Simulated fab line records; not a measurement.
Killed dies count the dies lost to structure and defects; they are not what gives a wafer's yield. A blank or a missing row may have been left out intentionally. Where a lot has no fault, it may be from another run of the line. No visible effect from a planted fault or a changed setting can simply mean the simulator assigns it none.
Chamber matching / flow sky130 / SKY_PASSIVATION_ETCH_11 on rieDiel-04 has 4 sister chambers
The step etches the open film in CF4/O2, stops on AlCu, target depth 725 nm, time 161.1 s. 4 wafers are shown with their chamber, then 11 later ones without.

== EACH WAFER AND ITS CHAMBER ==
wafer=L087.1; chamber=1; drypumpMotorCurrentA (A)=5.6
wafer=L089.1; chamber=0; drypumpMotorCurrentA (A)=6.7
wafer=L089.4; chamber=3; drypumpMotorCurrentA (A)=5.6
wafer=L090.2; chamber=2; drypumpMotorCurrentA (A)=5.7

== WAFERS MISSING THEIR CHAMBER ==
wafer=L090.3; drypumpMotorCurrentA (A)=5.6
wafer=L090.6; drypumpMotorCurrentA (A)=5.7
wafer=L091.1; drypumpMotorCurrentA (A)=5.6
wafer=L091.4; drypumpMotorCurrentA (A)=5.7
wafer=L091.5; drypumpMotorCurrentA (A)=5.6
wafer=L092.3; drypumpMotorCurrentA (A)=6.7
wafer=L092.4; drypumpMotorCurrentA (A)=5.7
wafer=L092.5; drypumpMotorCurrentA (A)=6.7
wafer=L097.2; drypumpMotorCurrentA (A)=5.5
wafer=L097.4; drypumpMotorCurrentA (A)=5.5
wafer=L097.6; drypumpMotorCurrentA (A)=6.7

== WHICH CHAMBER EACH WENT THROUGH ==
wafer=L090.3; from the rows above=can't be placed: 1 or 3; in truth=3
wafer=L090.6; from the rows above=2; in truth=2
wafer=L091.1; from the rows above=can't be placed: 1 or 3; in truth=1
wafer=L091.4; from the rows above=2; in truth=2
wafer=L091.5; from the rows above=can't be placed: 1 or 3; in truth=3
wafer=L092.3; from the rows above=0; in truth=0
wafer=L092.4; from the rows above=2; in truth=2
wafer=L092.5; from the rows above=0; in truth=0
wafer=L097.2; from the rows above=can't be placed: 1 or 3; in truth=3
wafer=L097.4; from the rows above=can't be placed: 1 or 3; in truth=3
wafer=L097.6; from the rows above=0; in truth=0
6 of 11 placed correctly. From these rows, 5 cannot be placed; in 5 the true chamber is one of the candidates. Wrongly placed: 0.
How it was worked out, from the rows above alone: a wafer's distance from a chamber is the root of the sum, over the readings, of the square of ((its reading less the chamber's mean) divided by the reading's scatter). If the next closest chamber is less than 2 further off than the closest, the wafer can't be placed; otherwise it belongs to the closest. Each chamber's mean is taken over the wafers shown for it. The scatter: root of mean squared gap, hidden wafer to nearest shown wafer, with one shown wafer a chamber.
